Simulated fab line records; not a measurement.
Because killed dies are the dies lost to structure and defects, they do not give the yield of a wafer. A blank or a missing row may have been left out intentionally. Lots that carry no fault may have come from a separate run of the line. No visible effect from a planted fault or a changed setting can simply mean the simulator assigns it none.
fab line records	flow sky130
[record] lots = 24	wafers = 72	lastDay = 50
route steps=708 shown LI_CONTACT@364 CONTACT@433 METAL1@434 VIA1@479 METAL2@483
lots with no fault: from the same line, run without faults
startH: start of the lot's first displayed wafer, in hours after the record's first day	waitH: time in hours since the lot's previous step	" as in the row above	L1.1+2: a row that stands for several wafers	- either no value or no given start	* or withheld: withheld	< > ~ a bound
route shown NAME@n: a module of which the file shows steps, and the number in the route of the first	usual: mean/standard deviation of fault-free wafers	same: alike in all rows	chamber/n: place in a boat	sites: each site's reading	_std_site: standard deviation across them	_edge_site: the outer-site mean with the inner-site mean subtracted	radiusMm: for every site, how far away it sits from the centre of the wafer	mask NAME#n: copy n	behind: the most recent tool/chamber to have shaped the wafer	hold: what put the lot on hold/how long, in hours/how the hold closed	device: which transistor (n, p or np) failed to switch	end of line: tests run on the same wafers once the route is complete	step lacking rows: just its recipe	killed: count of dies lost to structure and defects at first sort (not the wafer's yield)	map: a wafer's dies, marking killed ones x, the rest . and places with no die _
set.NAME: the setting the step ran with; set.NAME@STEP: the setting that earlier step ran with	model.NAME: the simulator's own value behind a step, which no gauge read
steps of the route over a sample of lots; a table a step, a row a wafer
services: a tool's chamber out of use, with start hour (startH, from the record's first day; less than 0 if before it), hours out, and reason
[[steps]]
[step SKY_LI_CONTACT_CMP_02]
[recipe] material = PSG	downForcePsi = 4	platenRpm = 60	padVelocityMS = 0.94248
[usual] motorCurrentA = 12.3/0.83	retainingRingPressureFrac = 1.000/0.0046	timeToEndpointS = 31.6/2.2
lot.wafer	tool	chamber	startH	waitH	motorCurrentA	retainingRingPressureFrac	timeToEndpointS
L074.1	cmp-02	3	660.47	0.1	14.2	0.997	35.2
L074.6	"	2	"	"	14.2	0.997	34.0
L074.5	"	3	"	"	13.7	0.993	34.2
L075.4	cmp-01	0	681.41	0.1	12.3	0.999	30.4
L075.2	"	1	"	"	11.3	1.001	28.9
L075.5	"	3	"	"	12.2	1.007	30.9
L077.4	cmp-01	3	683.64	0.1	12.6	1.002	30.4
L077.6	"	1	"	"	11.6	1.005	29.9
L077.5	"	2	"	"	12.5	0.996	30.6
L076.2	cmp-01	2	685.10	0.0	12.6	1.001	33.8
L076.1	"	0	"	"	12.3	0.995	32.0
L076.6	"	2	"	"	12.3	0.997	36.5
L079.1	cmp-02	1	698.36	0.1	11.9	1.004	31.2
L079.6	"	3	"	"	13.2	0.998	31.2
L079.5	"	0	"	"	11.5	1.004	29.5
L080.1	cmp-01	2	702.49	0.1	12.3	1.009	32.4
L080.5	"	1	"	"	11.8	0.997	32.1
L080.6	"	2	"	"	12.6	1.007	33.0
L078.2	cmp-02	3	706.21	0.1	13.0	1.001	30.7
L078.4	"	1	"	"	12.1	0.997	31.6
L078.5	"	2	"	"	13.6	1.004	28.1
L081.4	cmp-01	3	712.45	0.1	12.4	0.999	30.7
L081.3	"	0	"	"	12.5	0.997	36.2
L081.6	"	2	"	"	12.7	1.006	33.5
L082.2	cmp-02	3	715.68	0.0	13.8	0.996	31.4
L082.1	"	1	"	"	11.8	1.004	30.7
L082.4	"	2	"	"	13.2	1.006	30.5
L083.2	cmp-01	1	731.83	0.0	12.4	1.004	33.1
L083.4	"	2	"	"	12.3	0.992	32.1
L083.6	"	1	"	"	11.1	1.001	33.4
L084.1	cmp-01	1	740.16	0.1	11.6	0.989	29.5
L084.6	"	0	"	"	11.9	1.003	32.0
L084.5	"	1	"	"	11.4	0.985	33.8
L085.4	cmp-02	2	748.25	0.1	14.1	1.000	29.2
L085.2	"	0	"	"	11.7	1.008	25.8
L085.5	"	1	"	"	12.1	0.997	30.8
L087.2	cmp-02	2	750.73	0.1	13.4	1.004	29.6
L087.3	"	3	"	"	14.1	0.998	31.4
L087.6	"	0	"	"	11.3	1.006	28.1
L086.2	cmp-01	1	752.21	0.0	11.9	1.006	36.4
L086.3	"	0	"	"	11.8	1.004	32.0
L086.6	"	2	"	"	12.3	0.997	32.0
L088.3	cmp-01	0	771.24	0.0	11.9	1.004	30.4
L088.2	"	1	"	"	12.3	0.996	31.4
L088.1	"	2	"	"	11.9	1.000	30.2
L089.1	cmp-02	1	776.41	0.2	12.0	1.003	33.2
L089.6	"	2	"	"	13.6	0.998	29.8
L089.5	"	3	"	"	13.4	1.004	33.9
L090.1	cmp-01	0	786.31	0.1	12.1	0.991	33.5
L090.3	"	2	"	"	12.2	1.004	34.9
L090.6	"	0	"	"	11.8	1.003	29.7
L091.3	cmp-01	3	787.01	0.2	12.5	1.000	32.5
L091.5	"	0	"	"	12.0	1.003	30.2
L091.6	"	1	"	"	11.4	1.002	30.7
L092.2	cmp-01	2	798.86	0.1	12.1	0.999	31.9
L092.6	"	1	"	"	11.5	1.000	30.1
L092.5	"	2	"	"	12.7	0.994	34.3
L093.1	cmp-02	3	803.43	0.1	13.0	0.995	30.0
L093.4	"	0	"	"	11.8	1.004	33.1
L093.2	"	1	"	"	11.4	0.994	33.5
L094.4	cmp-02	0	810.30	0.1	11.5	0.998	31.0
L094.1	"	1	"	"	11.7	1.000	29.7
L094.5	"	2	"	"	13.9	0.998	29.7
L095.1	cmp-01	2	813.01	0.1	12.3	1.004	28.6
L095.5	"	2	"	"	11.2	0.999	29.5
L095.6	"	3	"	"	12.0	1.001	26.5
L096.4	cmp-02	2	824.31	0.0	13.9	0.999	31.2
L096.2	"	1	"	"	11.4	1.001	33.2
L096.5	"	2	"	"	13.3	1.008	30.6
L097.3	cmp-01	3	828.06	0.0	11.6	0.998	30.9
L097.4	"	1	"	"	12.4	0.998	29.0
L097.5	"	3	"	"	12.2	0.997	30.1
[step SKY_CONTACT_CMP_27]
[recipe] stopOn = SiO2	tOverpolishS = 15	downForcePsi = 3.5	platenRpm = 60	targetThkNm = 0	padVelocityMS = 0.94248
[usual] motorCurrentA = 11.3/0.82	overpolishRunS = 15.000/0.01	retainingRingPressureFrac = 1.000/0.0043	timeToEndpointS = 82.5/2.4
lot.wafer	tool	chamber	startH	waitH	motorCurrentA	overpolishRunS	retainingRingPressureFrac	timeToEndpointS
L074.1	cmp-02	0	749.01	0.1	10.9	15.003	0.992	83.2
L074.5	"	3	"	"	12.1	14.994	0.996	86.8
L074.6	"	0	"	"	10.4	15.001	1.002	81.0
L075.2	cmp-02	0	767.83	0.1	10.3	15.001	0.999	81.9
L075.4	"	1	"	"	10.7	14.984	0.995	84.6
L075.5	"	3	"	"	12.4	15.025	1.002	84.6
L077.4	cmp-02	2	769.93	0.3	13.0	15.019	1.011	84.7
L077.6	"	3	"	"	11.8	15.003	1.003	86.5
L077.5	"	0	"	"	10.9	15.003	0.996	83.5
L076.2	cmp-01	0	772.76	0.1	10.8	14.991	1.002	82.1
L076.1	"	2	"	"	11.5	15.016	0.998	82.6
L076.6	"	0	"	"	11.2	14.988	1.001	81.0
L079.1	cmp-02	1	785.86	0.1	11.0	14.996	1.004	82.5
L079.6	"	0	"	"	10.5	14.983	1.006	78.7
L079.5	"	1	"	"	10.8	14.995	1.006	83.1
L080.1	cmp-02	1	789.16	0.1	10.5	15.007	1.005	86.5
L080.6	"	0	"	"	10.7	15.004	0.998	81.9
L080.5	"	1	"	"	10.4	15.002	1.003	83.8
L078.2	cmp-02	1	792.31	0.1	10.5	15.002	0.998	83.6
L078.4	"	3	"	"	12.7	15.005	1.001	84.8
L078.5	"	0	"	"	10.5	15.008	0.999	81.6
L081.3	cmp-01	1	798.23	0.1	10.7	15.000	1.004	78.8
L081.4	"	2	"	"	11.3	15.005	1.007	82.8
L081.6	"	1	"	"	11.1	15.013	0.997	79.9
L082.2	cmp-02	0	802.99	0.0	10.7	15.002	1.000	80.5
L082.1	"	1	"	"	11.2	14.985	1.006	84.9
L082.4	"	3	"	"	13.2	15.015	0.997	79.4
L083.2	cmp-01	0	818.05	0.1	11.1	14.998	1.004	80.8
L083.4	"	1	"	"	10.1	15.007	1.009	76.9
L083.6	"	3	"	"	10.9	14.984	1.002	85.5
L084.1	cmp-01	2	824.20	0.1	11.5	15.005	1.002	82.8
L084.5	"	0	"	"	10.3	14.977	1.004	76.6
L084.6	"	1	"	"	10.5	15.002	1.003	82.3
L085.4	cmp-01	2	832.65	0.1	11.1	14.996	1.009	80.9
L085.2	"	3	"	"	11.3	14.994	0.992	80.2
L085.5	"	1	"	"	11.4	15.016	1.003	84.2
L087.2	cmp-01	3	834.62	0.1	10.9	15.010	0.998	81.8
L087.3	"	0	"	"	10.9	14.995	1.001	81.6
L087.6	"	1	"	"	10.4	15.005	0.996	78.8
L086.2	cmp-01	0	835.87	0.1	10.7	15.005	0.997	78.3
L086.3	"	2	"	"	11.1	15.000	0.997	82.4
L086.6	"	0	"	"	11.5	15.021	1.001	80.5
L088.2	cmp-02	1	855.32	0.9	11.2	14.992	1.000	85.0
L088.1	"	2	"	"	12.2	14.992	0.999	84.3
L088.3	"	0	"	"	10.8	14.985	0.997	83.8
L089.1	cmp-02	3	859.57	0.1	12.2	15.000	1.005	87.7
L089.6	"	3	"	"	11.6	15.004	1.006	86.6
L089.5	"	0	"	"	10.4	15.009	0.997	82.8
L090.3	cmp-02	2	869.85	0.1	12.6	15.000	1.004	82.8
L090.1	"	0	"	"	10.5	14.990	1.000	81.7
L090.6	"	1	"	"	10.1	14.994	0.998	81.2
L091.3	cmp-01	3	870.17	0.1	11.3	14.998	1.002	82.4
L091.5	"	2	"	"	11.7	15.006	0.998	81.0
L091.6	"	3	"	"	11.0	15.011	1.002	81.2
L092.2	cmp-02	0	882.76	0.0	11.2	14.975	0.997	79.0
L092.6	"	0	"	"	10.6	14.980	0.997	82.9
L092.5	"	1	"	"	10.8	15.016	1.001	81.5
L093.1	cmp-01	2	885.97	0.1	11.2	14.981	0.998	81.2
L093.2	"	3	"	"	10.8	14.998	1.003	78.8
L093.4	"	0	"	"	10.6	14.997	0.994	82.0
L094.1	cmp-02	0	892.19	0.1	10.7	15.022	0.997	79.9
L094.4	"	1	"	"	11.0	15.005	1.000	86.6
L094.5	"	3	"	"	12.8	15.001	1.004	83.0
L095.1	cmp-02	0	894.31	0.2	10.3	15.000	1.006	83.5
L095.6	"	1	"	"	11.2	14.994	0.997	84.2
L095.5	"	2	"	"	12.3	15.012	0.998	84.6
L096.2	cmp-02	0	906.25	0.0	10.8	14.990	1.003	80.8
L096.4	"	3	"	"	12.0	15.008	1.005	85.0
L096.5	"	1	"	"	10.6	15.007	1.002	86.8
L097.4	cmp-02	3	910.92	0.1	11.8	14.986	1.003	82.2
L097.3	"	1	"	"	10.4	14.995	1.000	82.7
L097.5	"	3	"	"	13.1	15.009	1.004	81.1
[step SKY_METAL1_SPUTTER_00]
[recipe] material = Ti	targetThkNm = 15	powerW = 3000	timeS = 10	chamberPressurePa = 0.4
[usual] cathodeDcPowerW = 3000.0/0.56	throttleValvePct = 29.7/1.1
lot.wafer	tool	chamber	startH	waitH	cathodeDcPowerW	throttleValvePct
L074.1	pvdSputter-03	-	749.26	0.2	3000.4	29.9
L074.5	"	-	"	"	3000.2	27.7
L074.6	"	-	"	"	3000.5	30.2
L075.2	pvdSputter-01	-	768.05	0.2	2999.6	31.6
L075.4	"	-	"	"	2999.8	28.4
L075.5	"	-	"	"	3000.2	29.8
L077.4	pvdSputter-02	-	770.08	0.1	3000.3	30.0
L077.5	"	-	"	"	3000.0	30.1
L077.6	"	-	"	"	2999.0	31.3
L076.1	pvdSputter-03	-	773.01	0.1	2999.4	27.9
L076.2	"	-	"	"	2999.2	30.1
L076.6	"	-	"	"	3001.4	27.5
L079.1	pvdSputter-02	-	786.11	0.2	2999.5	30.9
L079.5	"	-	"	"	3000.1	29.8
L079.6	"	-	"	"	3000.1	28.6
L080.1	pvdSputter-01	-	789.41	0.2	2999.9	31.4
L080.5	"	-	"	"	3000.3	30.5
L080.6	"	-	"	"	3000.2	28.3
L078.2	pvdSputter-02	-	792.56	0.2	3000.8	29.7
L078.4	"	-	"	"	3000.0	28.5
L078.5	"	-	"	"	3000.8	29.8
L081.3	pvdSputter-01	-	798.48	0.2	2999.4	28.4
L081.4	"	-	"	"	3000.1	30.4
L081.6	"	-	"	"	3000.1	28.4
L082.1	pvdSputter-01	-	803.29	0.2	3000.4	30.4
L082.2	"	-	"	"	3000.9	28.6
L082.4	"	-	"	"	3000.0	30.3
L083.2	pvdSputter-03	-	818.25	0.1	2999.9	29.9
L083.4	"	-	"	"	2999.9	29.9
L083.6	"	-	"	"	3000.1	27.9
L084.1	pvdSputter-03	-	824.40	0.1	3000.3	27.5
L084.5	"	-	"	"	2999.7	27.7
L084.6	"	-	"	"	2999.0	29.9
L085.2	pvdSputter-01	-	832.85	0.1	3000.3	30.5
L085.4	"	-	"	"	2999.3	28.3
L085.5	"	-	"	"	3000.5	29.9
L087.2	pvdSputter-01	-	834.82	0.1	3000.0	29.8
L087.3	"	-	"	"	2999.4	30.8
L087.6	"	-	"	"	2998.6	30.5
L086.2	pvdSputter-03	-	836.12	0.2	2999.7	30.0
L086.3	"	-	"	"	2999.8	29.5
L086.6	"	-	"	"	3000.6	27.8
L088.1	pvdSputter-01	-	855.62	0.2	2999.6	29.8
L088.2	"	-	"	"	3001.0	28.4
L088.3	"	-	"	"	3001.1	31.4
L089.1	pvdSputter-03	-	859.87	0.2	3000.6	27.8
L089.5	"	-	"	"	3000.7	29.9
L089.6	"	-	"	"	2999.9	27.7
L090.1	pvdSputter-03	-	870.10	0.1	3000.2	29.8
L090.3	"	-	"	"	3000.1	29.9
L090.6	"	-	"	"	2999.6	30.0
L091.3	pvdSputter-01	-	870.42	0.2	2999.5	28.3
L091.5	"	-	"	"	3000.3	30.5
L091.6	"	-	"	"	2999.2	30.1
L092.2	pvdSputter-03	-	883.06	0.2	2999.7	29.8
L092.5	"	-	"	"	2999.6	30.0
L092.6	"	-	"	"	2999.5	30.1
L093.1	pvdSputter-01	-	886.27	0.2	3000.2	30.4
L093.2	"	-	"	"	2999.5	31.2
L093.4	"	-	"	"	2999.5	29.9
L094.1	pvdSputter-01	-	892.39	0.1	3000.2	30.6
L094.4	"	-	"	"	2999.6	31.7
L094.5	"	-	"	"	3000.2	30.6
L095.1	pvdSputter-02	-	894.46	0.1	3000.3	28.7
L095.5	"	-	"	"	2999.6	30.7
L095.6	"	-	"	"	3000.1	28.8
L096.2	pvdSputter-01	-	906.55	0.2	3000.7	29.8
L096.4	"	-	"	"	2999.9	31.4
L096.5	"	-	"	"	3000.2	30.5
L097.3	pvdSputter-02	-	911.17	0.1	3001.1	30.9
L097.4	"	-	"	"	3000.4	29.7
L097.5	"	-	"	"	3000.2	29.9
[step SKY_VIA1_CVD_21]
[recipe] material = W	targetThkNm = 270	timeS = 80.902	tempC = 400	pressureTorr = 40
[usual] heaterPowerW = 930/54
lot.wafer	tool	chamber	startH	waitH	heaterPowerW
L074.1	cvdW-02	0	805.32	0.0	901
L074.5	"	0	"	"	904
L074.6	"	1	"	"	918
L075.2	cvdW-02	1	823.56	0.0	966
L075.4	"	0	"	"	893
L075.5	"	1	"	"	958
L077.4	cvdW-01	1	825.76	0.1	1008
L077.5	"	0	"	"	884
L077.6	"	1	"	"	1018
L076.1	cvdW-01	1	828.91	0.0	1013
L076.2	"	0	"	"	884
L076.6	"	1	"	"	1020
L079.1	cvdW-01	1	841.22	0.0	1009
L079.5	"	0	"	"	903
L079.6	"	1	"	"	1002
L080.1	cvdW-02	0	845.12	0.0	905
L080.5	"	0	"	"	916
L080.6	"	1	"	"	942
L078.2	cvdW-01	0	848.16	0.0	887
L078.4	"	0	"	"	923
L078.5	"	1	"	"	1015
L081.3	cvdW-01	0	853.46	0.1	915
L081.4	"	1	"	"	1013
L081.6	"	1	"	"	1019
L082.1	cvdW-01	1	858.16	0.0	1011
L082.2	"	0	"	"	934
L082.4	"	0	"	"	952
L083.2	cvdW-01	0	873.96	0.0	910
L083.4	"	1	"	"	1026
L083.6	"	0	"	"	910
L084.1	cvdW-02	0	879.39	0.0	895
L084.5	"	1	"	"	930
L084.6	"	0	"	"	881
L085.2	cvdW-02	1	888.29	0.0	941
L085.4	"	0	"	"	913
L085.5	"	0	"	"	915
L087.2	cvdW-01	0	889.23	0.0	913
L087.3	"	0	"	"	882
L087.6	"	0	"	"	895
L086.2	cvdW-02	1	891.00	0.0	941
L086.3	"	1	"	"	941
L086.6	"	0	"	"	900
L088.1	cvdW-02	0	910.01	0.0	896
L088.2	"	1	"	"	941
L088.3	"	1	"	"	941
L089.1	cvdW-02	1	913.35	0.0	967
L089.5	"	1	"	"	911
L089.6	"	0	"	"	885
L090.1	cvdW-01	0	922.90	0.0	819
L090.3	"	1	"	"	959
L090.6	"	1	"	"	953
L091.3	cvdW-01	0	924.10	0.1	818
L091.5	"	0	"	"	835
L091.6	"	1	"	"	988
L092.2	cvdW-01	1	936.35	0.0	959
L092.5	"	1	"	"	977
L092.6	"	0	"	"	827
L093.1	cvdW-02	0	939.38	0.0	893
L093.2	"	1	"	"	955
L093.4	"	1	"	"	973
L094.1	cvdW-01	0	944.54	0.0	837
L094.4	"	0	"	"	838
L094.5	"	0	"	"	821
L095.1	cvdW-02	0	946.61	0.0	897
L095.5	"	1	"	"	958
L095.6	"	0	"	"	911
L096.2	cvdW-02	1	958.26	0.0	935
L096.4	"	0	"	"	902
L096.5	"	1	"	"	949
L097.3	cvdW-01	0	962.90	0.1	819
L097.4	"	1	"	"	985
L097.5	"	1	"	"	985
[step SKY_METAL2_SPUTTER_00]
[recipe] material = Ti	targetThkNm = 15	powerW = 3000	timeS = 10	chamberPressurePa = 0.4
[usual] cathodeDcPowerW = 3000.0/0.58	throttleValvePct = 30.1/1.2
lot.wafer	tool	chamber	startH	waitH	cathodeDcPowerW	throttleValvePct
L074.1	pvdSputter-01	-	805.89	0.1	3001.8	30.5
L074.5	"	-	"	"	2999.1	28.6
L074.6	"	-	"	"	2998.6	30.0
L075.2	pvdSputter-01	-	824.14	0.1	3000.4	30.6
L075.4	"	-	"	"	3000.6	31.8
L075.5	"	-	"	"	3000.0	30.8
L077.4	pvdSputter-01	-	826.30	0.2	3000.3	30.6
L077.5	"	-	"	"	3000.5	31.4
L077.6	"	-	"	"	2999.9	28.6
L076.1	pvdSputter-01	-	829.48	0.1	3000.2	28.7
L076.2	"	-	"	"	3000.5	31.4
L076.6	"	-	"	"	2999.7	28.8
L079.1	pvdSputter-03	-	841.80	0.1	3000.1	27.8
L079.5	"	-	"	"	2999.2	30.1
L079.6	"	-	"	"	2999.5	29.6
L080.1	pvdSputter-01	-	845.69	0.2	3000.1	31.6
L080.5	"	-	"	"	3001.0	28.5
L080.6	"	-	"	"	2999.1	30.4
L078.2	pvdSputter-01	-	848.74	0.2	3000.1	28.5
L078.4	"	-	"	"	3000.4	31.4
L078.5	"	-	"	"	2999.2	30.1
L081.3	pvdSputter-01	-	854.00	0.1	2999.6	31.4
L081.4	"	-	"	"	3000.5	30.3
L081.6	"	-	"	"	3001.0	30.2
L082.1	pvdSputter-01	-	858.73	0.2	3000.4	28.8
L082.2	"	-	"	"	3001.1	31.6
L082.4	"	-	"	"	2999.0	29.9
L083.2	pvdSputter-04	-	874.54	0.1	2998.9	30.4
L083.4	"	-	"	"	3000.4	32.5
L083.6	"	-	"	"	2999.3	32.7
L084.1	pvdSputter-03	-	879.96	0.1	2999.9	30.2
L084.5	"	-	"	"	2999.3	27.7
L084.6	"	-	"	"	3000.6	29.9
L085.2	pvdSputter-04	-	888.86	0.1	2999.6	30.3
L085.4	"	-	"	"	3000.0	32.5
L085.5	"	-	"	"	2999.0	29.4
L087.2	pvdSputter-01	-	889.80	0.1	3000.6	31.4
L087.3	"	-	"	"	2999.5	30.8
L087.6	"	-	"	"	3000.0	28.8
L086.2	pvdSputter-03	-	891.58	0.1	3000.1	27.8
L086.3	"	-	"	"	3000.6	29.8
L086.6	"	-	"	"	3000.5	30.0
L088.1	pvdSputter-01	-	910.58	0.1	3000.6	28.4
L088.2	"	-	"	"	3000.4	30.4
L088.3	"	-	"	"	2999.6	31.7
L089.1	pvdSputter-04	-	913.93	0.2	2999.7	30.2
L089.5	"	-	"	"	3000.7	32.6
L089.6	"	-	"	"	3001.1	29.5
L090.1	pvdSputter-04	-	923.47	0.2	3000.5	29.6
L090.3	"	-	"	"	2999.9	32.5
L090.6	"	-	"	"	3000.5	29.0
L091.3	pvdSputter-04	-	924.64	0.2	2999.6	29.0
L091.5	"	-	"	"	3000.1	29.6
L091.6	"	-	"	"	2999.1	32.3
L092.2	pvdSputter-03	-	936.93	0.2	3000.5	27.6
L092.5	"	-	"	"	2999.9	27.6
L092.6	"	-	"	"	3000.4	30.0
L093.1	pvdSputter-04	-	939.95	0.2	2999.4	28.8
L093.2	"	-	"	"	2999.6	29.7
L093.4	"	-	"	"	3000.1	32.7
L094.1	pvdSputter-01	-	945.11	0.2	3000.0	30.6
L094.4	"	-	"	"	3000.7	28.6
L094.5	"	-	"	"	2999.8	28.5
L095.1	pvdSputter-01	-	947.19	0.1	2999.6	31.4
L095.5	"	-	"	"	3000.2	29.9
L095.6	"	-	"	"	2999.3	31.4
L096.2	pvdSputter-04	-	958.84	0.2	2999.2	32.7
L096.4	"	-	"	"	2999.3	30.5
L096.5	"	-	"	"	3000.1	32.5
L097.3	pvdSputter-04	-	963.79	0.1	2999.9	29.0
L097.4	"	-	"	"	2999.4	29.9
L097.5	"	-	"	"	3000.0	30.5
[step SKY_METAL2_DESCUM_17]
[recipe] chemistry = O2	sourcePowerW = 150	biasPowerW = 0	pressureMtorr = 10	tempC = 40	timeS = 8
[usual] chamberPressureMTorr = 9.998/0.0097	drypumpMotorCurrentA = 5.8/0.42	heBacksideLeakSccm = 3.33/0.21	oesProductAu = 0.997/0.009
[same] biasPowerW = 0
lot.wafer	tool	chamber	startH	waitH	chamberPressureMTorr	drypumpMotorCurrentA	heBacksideLeakSccm	oesProductAu	rfHoursCounterH
L074.1	rieMetal-01	0	831.79	0.0	9.996	5.6	3.16	1.005	14
L074.5	"	1	"	"	9.993	6.3	3.44	0.987	-
L074.6	"	0	"	"	9.979	5.6	3.90	0.992	-
L075.2	rieMetal-01	0	850.99	0.0	10.002	5.6	3.26	0.996	15
L075.4	"	1	"	"	9.995	6.3	3.58	1.004	-
L075.5	"	0	"	"	10.002	5.6	3.21	0.994	-
L077.4	rieMetal-01	1	852.78	0.0	10.014	6.3	3.24	1.004	-
L077.5	"	0	"	"	9.996	5.6	3.20	0.995	-
L077.6	"	1	"	"	10.010	6.4	3.42	0.995	-
L076.1	rieMetal-01	0	855.74	0.0	9.994	5.6	3.19	0.994	15
L076.2	"	1	"	"	10.014	6.3	3.47	0.987	12
L076.6	"	0	"	"	9.988	5.6	3.14	1.005	-
L079.1	rieMetal-03	0	867.89	0.0	9.983	5.6	3.15	1.013	1
L079.5	"	0	"	"	10.008	5.6	3.16	1.008	-
L079.6	"	0	"	"	9.999	5.6	3.16	1.006	-
L080.1	rieMetal-02	1	872.62	0.0	10.002	6.1	3.69	0.989	8
L080.5	"	1	"	"	9.997	6.1	3.67	0.989	-
L080.6	"	0	"	"	9.988	5.6	3.28	0.992	-
L078.2	rieMetal-03	0	875.23	0.0	10.005	5.5	3.06	0.998	-
L078.4	"	0	"	"	9.991	5.6	2.99	1.023	-
L078.5	"	0	"	"	9.998	5.5	2.96	1.006	-
L081.3	rieMetal-01	0	880.18	0.0	9.993	5.6	3.14	1.003	-
L081.4	"	1	"	"	10.002	6.3	3.17	0.987	-
L081.6	"	0	"	"	9.991	5.6	3.30	0.993	-
L082.1	rieMetal-01	0	885.04	0.0	9.991	5.6	3.14	0.999	17
L082.2	"	1	"	"	10.007	6.3	2.92	0.986	14
L082.4	"	1	"	"	10.013	6.3	2.88	0.985	-
L083.2	rieMetal-02	0	900.59	0.0	10.007	5.6	3.26	1.012	10
L083.4	"	1	"	"	9.981	6.1	3.49	0.995	-
L083.6	"	1	"	"	10.013	6.1	3.79	0.996	-
L084.1	rieMetal-02	0	904.89	0.0	9.995	5.5	3.25	0.997	10
L084.5	"	0	"	"	10.005	5.6	3.34	0.990	-
L084.6	"	1	"	"	10.005	6.1	3.77	0.986	-
L085.2	rieMetal-01	1	913.75	0.0	10.011	6.4	3.36	0.986	-
L085.4	"	1	"	"	10.003	6.3	3.26	0.995	-
L085.5	"	1	"	"	10.008	6.4	3.69	0.989	-
L087.2	rieMetal-02	1	915.87	0.0	9.997	6.1	3.57	0.980	10
L087.3	"	0	"	"	10.011	5.6	3.47	1.001	-
L087.6	"	1	"	"	9.984	6.1	3.51	0.988	-
L086.2	rieMetal-03	1	917.02	0.0	9.995	4.9	3.32	0.997	1
L086.3	"	0	"	"	9.991	5.5	3.15	1.007	-
L086.6	"	1	"	"	10.001	4.9	3.14	0.996	-
L088.1	rieMetal-02	0	935.87	0.0	9.992	5.6	3.55	1.000	11
L088.2	"	1	"	"	10.005	6.1	3.31	0.988	11
L088.3	"	0	"	"	10.003	5.6	3.54	0.996	-
L089.1	rieMetal-01	0	939.47	0.0	10.001	5.6	3.30	0.996	1
L089.5	"	0	"	"	9.982	5.6	3.80	0.986	-
L089.6	"	1	"	"	9.998	6.3	3.57	0.980	-
L090.1	rieMetal-03	1	948.22	0.0	9.990	4.9	3.59	1.001	3
L090.3	"	0	"	"	10.002	5.6	3.11	1.002	-
L090.6	"	0	"	"	10.012	5.5	3.20	1.021	-
L091.3	rieMetal-01	1	950.03	0.0	10.009	6.3	3.32	0.997	-
L091.5	"	0	"	"	10.011	5.6	3.13	0.998	-
L091.6	"	1	"	"	10.006	6.4	3.18	0.997	-
L092.2	rieMetal-01	0	961.54	0.0	9.981	5.6	3.29	1.007	2
L092.5	"	1	"	"	9.997	6.3	3.33	1.001	-
L092.6	"	0	"	"	10.005	5.6	3.19	0.994	-
L093.1	rieMetal-02	1	964.17	0.0	10.001	6.1	3.57	0.981	12
L093.2	"	0	"	"	9.979	5.5	3.46	1.010	13
L093.4	"	0	"	"	9.989	5.5	3.45	1.005	-
L094.1	rieMetal-03	0	969.44	0.0	10.002	5.6	3.07	1.008	6
L094.4	"	1	"	"	9.998	4.9	3.29	1.001	-
L094.5	"	1	"	"	9.988	4.9	3.41	1.004	-
L095.1	rieMetal-01	1	971.34	0.0	10.009	6.3	3.49	0.987	19
L095.5	"	1	"	"	9.981	6.3	3.25	0.989	-
L095.6	"	0	"	"	9.991	5.6	3.21	0.998	-
L096.2	rieMetal-01	0	983.02	0.0	10.001	5.6	3.16	0.999	3
L096.4	"	1	"	"	9.996	6.3	3.38	0.990	-
L096.5	"	0	"	"	9.992	5.6	3.27	0.991	-
L097.3	rieMetal-02	1	987.05	0.0	10.009	6.1	3.62	0.984	-
L097.4	"	0	"	"	9.993	5.5	3.57	0.996	-
L097.5	"	1	"	"	9.996	6.1	3.64	0.999	-
[[services]]
tool	chamber	startH	hours	kind
cmp-02	-	640.70	1.9	repair
cvdW-01	1	644.51	13.9	repair
cmp-01	-	666.82	0.7	repair
cmp-02	-	669.59	0.2	repair
pvdSputter-01	-	673.31	5.1	repair
cmp-02	-	707.06	2.0	repair
cmp-02	-	729.94	3.3	repair
cmp-02	-	744.00	4.0	pm
cmp-01	-	753.50	1.7	repair
cmp-02	-	782.34	1.4	repair
cmp-01	-	783.59	2.2	repair
cmp-01	-	785.07	1.1	repair
pvdSputter-01	-	788.58	0.5	repair
pvdSputter-01	-	830.83	1.4	repair
cvdW-01	-	843.77	2.8	pm
cmp-01	-	853.73	3.5	repair
cmp-01	-	866.12	0.4	repair
cmp-02	-	875.91	3.8	pm
cvdW-01	-	904.00	14.0	pm
cmp-01	-	912.00	4.0	pm
cmp-01	-	933.14	1.4	repair
cmp-01	-	937.93	0.3	repair
cmp-01	-	960.85	6.0	pm
pvdSputter-01	-	986.81	5.0	repair
[[key]]
fault none
